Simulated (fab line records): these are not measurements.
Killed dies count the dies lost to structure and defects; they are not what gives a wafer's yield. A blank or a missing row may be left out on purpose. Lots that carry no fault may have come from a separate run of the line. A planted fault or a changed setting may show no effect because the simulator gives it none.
Problem report, 8D (eight disciplines) form, completed by code | flow gf180mcu | the parts of the form that need people (team, actions taken, sign-off) are left out

== 1. PROBLEM STATEMENT ==
Mean V5_CVD_00_THK at GF_V5_THK_MEAS_01: 240 nm over 6 wafers in 2 lots; fault-free wafers: 298 nm, standard deviation 3.1. Measured from the usual mean, that is -19 standard deviations.
Seen first at day 30 02:36 on film-metro-02, wafer L472.3. At this step, 36 wafers from 12 lots have a number in the record. Rule for "out", or "out of limits": more than 4 standard deviations from the usual mean. Any other wafer with a number is counted as sound.

== 2. WHAT THIS IS AND IS NOT ==
question                    | is                           | is not
which readings at this step | V5_CVD_00_THK                | -
which lots                  | L472, L473                   | L461, L462, L463, L464, L465, L467, L474, L476, L480, L481
which wafers of those lots  | all that have a number       | -
read on which gauges        | film-metro-01, film-metro-02 | film-metro-04
when                        | from day 30 02:36            | up to then (18 sound wafers); but 12 sound wafers of L474, L476, L480, L481 came after

== 3. THE SUSPECTS, EACH WITH WHAT RULES IT OUT ==
Counting: a tool stays on the suspect list if, at a process step up to the reading, it processed all lots that are out and no sound lot following the first of them.
- the gauge at GF_V5_THK_MEAS_01 is ruled out. 2 gauges (film-metro-01, film-metro-02) read the wafers that are out.
- hdpcvd-02 at GF_V5_CVD_00 (deposits SiO2, target thk 300 nm, time 50 s): kept. Every lot that is out went through it, starting with L472 (day 30 02:32), and after that it ran no sound lot; the last sound lot it ran before then is L464 (day 27 18:05). Out on those wafers are its own readings of sih4-flow-sccm.
Left after counting: hdpcvd-02 at GF_V5_CVD_00.

== 4. THE CAUSE (what the simulator had put in) ==
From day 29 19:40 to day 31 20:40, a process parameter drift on hdpcvd-02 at GF_V5_CVD_00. From 60, the setting sih4-flow-sccm moved by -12. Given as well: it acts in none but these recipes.
This tool alone remained once counting was done.

== 5. SEQUENCE OF EFFECTS, ordered by route ==
One row per reading whose mean, taken over the struck wafers that have a number, lies over 3 standard deviations from the usual. Readings are gone through only where the record gives a usual standard deviation; hours: the median, over the lots, of the time from a lot's start at the first step in this table giving one to that lot's start at this step; sigmas: the change measured in usual standard deviations.
hours | step              | reading        | usual      | on struck wafers | change | sigmas
0     | GF_V5_CVD_00      | sih4-flow-sccm | 60.00 sccm | 47.97            | -12.03 | -63
0     | GF_V5_THK_MEAS_01 | V5_CVD_00_THK  | 298 nm     | 240              | -58    | -19
The process steps in it:
- GF_V5_CVD_00: deposits SiO2, target thk 300 nm, time 50 s.
Later measuring or inspecting steps at which every struck wafer that the step has a row for has a number for every such reading, and none has moved that far: GF_V5_CD_MEAS_14.

== 6. WHAT WOULD HAVE CAUGHT IT SOONER ==
The first out-of-limits reading at a measuring or inspecting step in this record came at day 30 02:36, 7 hours after the fault's start at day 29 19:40.
The tool's own readings at GF_V5_CVD_00 were out on every struck wafer that the step has a row for (sih4-flow-sccm): an alarm limit on them would have fired on the first of those.
Of the lots that are out (2), L473 began GF_V5_CVD_00 on hdpcvd-02 after day 30 02:36. A hold on the tool at that time would have spared it.
